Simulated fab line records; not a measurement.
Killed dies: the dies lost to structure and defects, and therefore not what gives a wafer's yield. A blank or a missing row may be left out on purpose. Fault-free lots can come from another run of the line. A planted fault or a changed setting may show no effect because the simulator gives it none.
What tool caused it?	flow gf180mcu	Sampling: 11 lots, 33 wafers, 7 of 602 route steps

== WHAT EACH GAUGE READ, for each wafer ==
GF_HV_LDD_CD_MEAS_46: the cd target is 400 nm. Usual: cd nm reads 399.5 nm (standard deviation 2.5).
lot	measured	on	cd nm (nm)	flag
L587	day 12 11:24	cd sem-02	399.8 399.2 399.3	
L588	day 12 21:01	cd sem-02	396.4 397.0 396.2	
L594	day 14 19:11	cd sem-01	403.5 399.9 403.2	
L598	day 16 01:45	cd sem-01	401.2 401.2 400.0	
L599	day 16 11:09	cd sem-02	398.8 398.9 400.4	
L605	day 18 19:45	cd sem-01	401.2 399.0 399.8	
L606	day 19 07:09	cd sem-02	399.1 399.9 399.8	
L607	day 19 10:41	cd sem-01	400.3 402.5 399.9	
L608	day 19 18:35	cd sem-01	400.7 399.5 401.0	
L610	day 20 05:49	cd sem-02	401.4 399.8 399.5	
L609	day 20 07:57	cd sem-01	395.4 398.3 396.7	

GF_HV_LDD_THK_MEAS_57. Usual: HV_LDD_CVD_56_THK 90.5 nm, standard deviation 0.94.
lot	measured	on	HV_LDD_CVD_56_THK (nm)	flag
L587	day 12 15:53	film metro-03	90.0 89.7 90.0	
L588	day 13 00:18	film metro-03	89.3 89.2 89.5	
L594	day 14 23:52	film metro-02	90.1 89.3 90.9	
L598	day 16 05:01	film metro-01	89.1 90.1 90.2	
L599	day 16 14:21	film metro-03	89.4 89.0 89.3	
L605	day 19 02:31	film metro-03	92.0 91.7 92.5	
L606	day 19 10:21	film metro-03	91.2 91.8 92.1	
L607	day 19 13:53	film metro-03	92.8 92.8 92.3	
L608	day 19 21:47	film metro-03	90.4 89.8 90.5	
L610	day 20 09:04	film metro-01	90.5 91.0 89.9	
L609	day 20 11:40	film metro-01	91.5 92.0 92.2	

GF_NSD_TW_MEAS_12. Usual: NSD_TW 4243, standard deviation 25.
lot	measured	on	NSD_TW	flag
L587	day 13 12:14	film metro-02	4235 4215 4231	
L588	day 13 20:47	film metro-02	4242 4213 4232	
L594	day 15 21:58	film metro-04	4273 4252 4249	
L598	day 17 04:02	film metro-02	4002 4011 4021	OFF
L599	day 17 13:18	film metro-04	4046 4050 4069	OFF
L605	day 20 03:17	film metro-02	4225 4228 4222	
L606	day 20 11:33	film metro-04	4280 4277 4264	
L607	day 20 14:02	film metro-01	4229 4251 4247	
L608	day 20 22:23	film metro-01	4214 4209 4191	
L610	day 21 09:28	film metro-01	4261 4274 4282	
L609	day 21 12:00	film metro-02	4251 4260 4247	

GF_PSD_RS_MEAS_14: a four-point-probe measurement. Usual: NSD_RS 46.16 ohm/sq, standard deviation 0.11.
lot	measured	on	NSD_RS (ohm/sq)	flag
L587	day 14 08:15	film metro-04	46.33 46.26 46.16	
L588	day 14 17:32	film metro-04	46.25 46.29 46.29	
L594	day 16 19:51	film metro-01	46.07 46.05 46.05	
L598	day 18 03:06	film metro-01	50.71 50.57 50.67	OFF
L599	day 18 13:18	film metro-01	50.79 50.71 50.64	OFF
L605	day 21 04:15	film metro-02	46.14 46.13 46.11	
L606	day 21 12:09	film metro-04	46.16 46.21 46.30	
L607	day 21 14:47	film metro-02	46.17 46.13 46.27	
L608	day 21 22:33	film metro-02	46.07 46.09 46.23	
L610	day 22 08:58	film metro-01	46.07 46.11 46.15	
L609	day 22 11:28	film metro-04	46.29 46.22 46.25	

== WHAT TOOL EACH LOT RAN ON (gives the tool, then ch and the chambers of the sampled wafers, and finally the start) ==
lot	GF_HV_LDD_STRIP_22	GF_NSD_IMPLANT_09	GF_NSD_STRIP_11
L587	plasma asher-03 ch 0,1, day 10 20:52	implanter-02 ch 0, day 13 11:50	plasma asher-02 ch 0,1, day 13 12:08
L588	plasma asher-03 ch 0,1, day 11 05:40	implanter-02 ch 0, day 13 20:24	plasma asher-03 ch 0,1, day 13 20:41
L594	plasma asher-02 ch 0,1, day 13 01:19	implanter-03 ch 0, day 15 21:34	plasma asher-01 ch 0,1, day 15 21:52
L598	plasma asher-03 ch 0, day 14 06:14	implanter-03 ch 0, day 17 03:38	plasma asher-01 ch 0,1, day 17 03:56
L599	plasma asher-04 ch 0,1, day 14 15:19	implanter-03 ch 0, day 17 12:55	plasma asher-03 ch 0, day 17 13:11
L605	plasma asher-02 ch 0,1, day 16 19:16	implanter-01 ch 0, day 20 02:53	plasma asher-03 ch 0,1, day 20 03:11
L606	plasma asher-02 ch 0,1, day 17 06:38	implanter-01 ch 0, day 20 11:10	plasma asher-03 ch 0,1, day 20 11:26
L607	plasma asher-03 ch 0,1, day 17 11:13	implanter-03 ch 0, day 20 13:40	plasma asher-03 ch 0,1, day 20 13:56
L608	plasma asher-02 ch 0,1, day 17 17:38	implanter-03 ch 0, day 20 21:58	plasma asher-02 ch 0,1, day 20 22:17
L610	plasma asher-03 ch 0,1, day 18 04:43	implanter-02 ch 0, day 21 09:05	plasma asher-01 ch 0,1, day 21 09:22
L609	plasma asher-03 ch 1, day 18 07:41	implanter-01 ch 0, day 21 11:37	plasma asher-01 ch 0,1, day 21 11:53
- GF_HV_LDD_STRIP_22: strips in O2/N2.
- GF_NSD_IMPLANT_09
- GF_NSD_STRIP_11: strips in O2/N2.

== WHAT THE TOOLS THEMSELVES READ (means of the sampled wafers that have a number; where no wafer has one, the mark that the record gives instead) ==
GF_HV_LDD_STRIP_22. Usual: drypump motor current A 6.17 A, standard deviation 0.3; heater power w 335 W, standard deviation 30; oes product au 0.716 a.u., standard deviation 0.0044; strip time to endpoint s 12.63 s, standard deviation 0.042.
lot	tool	drypump motor current A (A)	heater power w (W)	oes product au (a.u.)	strip time to endpoint s (s)	flag
L587	plasma asher-03	5.91	334	0.718	12.60	
L588	plasma asher-03	5.90	338	0.719	12.65	
L594	plasma asher-02	6.38	353	0.716	12.66	
L598	plasma asher-03	5.96	322	0.711	12.62	
L599	plasma asher-04	6.52	318	0.719	12.66	
L605	plasma asher-02	6.42	327	0.716	12.63	
L606	plasma asher-02	6.43	327	0.716	12.69	
L607	plasma asher-03	5.88	332	0.712	12.62	
L608	plasma asher-02	6.38	346	0.713	12.62	
L610	plasma asher-03	5.92	338	0.713	12.62	
L609	plasma asher-03	5.78	365	0.715	12.64	

GF_NSD_IMPLANT_09. Usual: beam energy keV 60.002, standard deviation 0.018; dose ions cm2 3.998e+15, standard deviation 4.5e+12; faraday current uA 10867, standard deviation 870.
lot	tool	beam energy keV	dose ions cm2	faraday current uA	flag
L587	implanter-02	59.998	3.997e+15	10404	
L588	implanter-02	60.006	3.998e+15	10248	
L594	implanter-03	60.011	4.000e+15	10752	
L598	implanter-03	44.268	3.998e+15	10844	OFF
L599	implanter-03	44.245	3.996e+15	10447	OFF
L605	implanter-01	59.993	3.997e+15	12283	
L606	implanter-01	60.010	3.991e+15	12716	
L607	implanter-03	60.006	3.999e+15	10513	
L608	implanter-03	60.012	3.995e+15	10302	
L610	implanter-02	59.988	3.990e+15	10326	
L609	implanter-01	60.008	3.996e+15	12464	

GF_NSD_STRIP_11. Usual: drypump motor current A 5.9 A, standard deviation 0.35; heater power w 357 W, standard deviation 52; oes product au 0.487 a.u., standard deviation 0.0042; strip time to endpoint s 22.95 s, standard deviation 0.037.
lot	tool	drypump motor current A (A)	heater power w (W)	oes product au (a.u.)	strip time to endpoint s (s)	flag
L587	plasma asher-02	6.4	353	0.484	22.97	
L588	plasma asher-03	5.9	328	0.488	22.91	
L594	plasma asher-01	5.5	403	0.488	22.98	
L598	plasma asher-01	5.6	353	0.513	20.85	OFF
L599	plasma asher-03	6.0	324	0.517	20.89	OFF
L605	plasma asher-03	5.8	355	0.484	22.95	
L606	plasma asher-03	5.8	350	0.488	22.95	
L607	plasma asher-03	5.9	350	0.486	22.93	
L608	plasma asher-02	6.4	335	0.489	22.97	
L610	plasma asher-01	5.5	404	0.486	22.97	
L609	plasma asher-01	5.5	403	0.484	22.92	

== THE ANSWER, worked out from the rows above alone ==
Rule: lot off if the mean of its wafers having a number is beyond 3 standard deviations from the usual mean. A lot without any number at a reading at which 4 lots or more have one is off too. All remaining lots with rows at the step are treated as sound. First the gauges in route order, then the tools' own readings, where a lot's mean is used as printed above. At the first step where some lot is off, the reading lying furthest off is the one used; lots without a number count as furthest.
Off: at GF_NSD_TW_MEAS_12 (NSD_TW), L598, L599.
If a tool, at a process step before that reading, ran all the lots that are off and no sound lot after the first of them, it fits. The gauges at GF_NSD_TW_MEAS_12 aren't tried: what is off there is off at GF_PSD_RS_MEAS_14 too, on other tools, and a gauge's error can't cause that. None of those tried fits.

== WHAT WAS PUT IN BY THE SIMULATOR ==
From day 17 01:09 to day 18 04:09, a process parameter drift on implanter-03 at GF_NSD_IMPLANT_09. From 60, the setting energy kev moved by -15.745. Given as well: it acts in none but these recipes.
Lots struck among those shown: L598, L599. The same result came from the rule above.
